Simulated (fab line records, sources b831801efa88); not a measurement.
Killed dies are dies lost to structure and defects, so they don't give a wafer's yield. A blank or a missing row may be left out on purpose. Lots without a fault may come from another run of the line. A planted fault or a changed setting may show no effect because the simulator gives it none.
Problem report in the 8D (eight disciplines) form, filled by code | flow sfq_line | the parts of the form that need people (team, actions taken, sign-off) are left out

1. THE PROBLEM
spin_speed_rpm at SFQ_TRILAYER_M0_LITHO_COAT_021 reads a mean of 2781.3 rpm on 9 wafers of 3 lots; wafers without a fault read 2999.7 rpm with a standard deviation of 1.8. That is -99 or more standard deviations from the usual mean.
The step: resist thk 600 nm.
First seen on wafer L427.2, day 7 01:42, on litho_track-01. The record holds 45 wafers of 15 lots with a number at this step. Rule for "out", or "out of limits": more than 4 standard deviations from the usual mean. The other wafers with a number count as sound.

2. WHAT IT IS AND WHAT IT IS NOT
question                    | is                     | is not
which readings at this step | spin_speed_rpm         | -
which lots                  | L427, L428, L430       | L421, L425, L426, L429, L437, L438, L439, L440, L441, L442, L443, L444
which wafers of those lots  | all that have a number | -
read on which tools         | litho_track-01         | litho_track-02, litho_track-03
when                        | from day 7 01:42       | up to then (9 sound wafers); but 27 sound wafers of L429, L437, L438, L439, L440, L441, L442, L443, L444 came after

3. SUSPECTS, AND WHAT RULES EACH OUT
Counting: a tool at a process step up to the reading stays a suspect if it ran every lot that is out and no sound lot after the first of them.
- litho_track-01 at SFQ_TRILAYER_M0_LITHO_COAT_021 (resist thk 600 nm): ruled out as a lasting fault. Sound lots L440, L443, L444 ran on it after its first lot that is out, L427 (day 7 01:42).
Left after counting: nothing in the record.

4. THE CAUSE (what the simulator had put in)
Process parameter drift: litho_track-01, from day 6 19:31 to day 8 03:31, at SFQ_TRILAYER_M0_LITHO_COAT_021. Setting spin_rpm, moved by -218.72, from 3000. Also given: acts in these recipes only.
Counting ruled it out, wrongly.

5. THE CHAIN OF EFFECTS, in route order
Each row: a reading whose mean over the struck wafers that have a number lies more than 3 standard deviations from the usual. Only readings for which the record gives a usual standard deviation are gone through. hours: the time from each lot's start at the first step in this table that gives one to its start at this step, as a median over the lots. sigmas: the change in usual standard deviations.
hours | step                           | reading        | usual      | on struck wafers | change | sigmas
0     | SFQ_TRILAYER_M0_LITHO_COAT_021 | spin_speed_rpm | 2999.7 rpm | 2781.3           | -218.4 | -99 or more
The process steps in it:
- SFQ_TRILAYER_M0_LITHO_COAT_021: resist thk 600 nm.

6. WHAT WOULD HAVE CAUGHT IT SOONER
In this record the first reading out of limits was taken at day 7 01:42, 6 hours after the fault began at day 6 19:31.
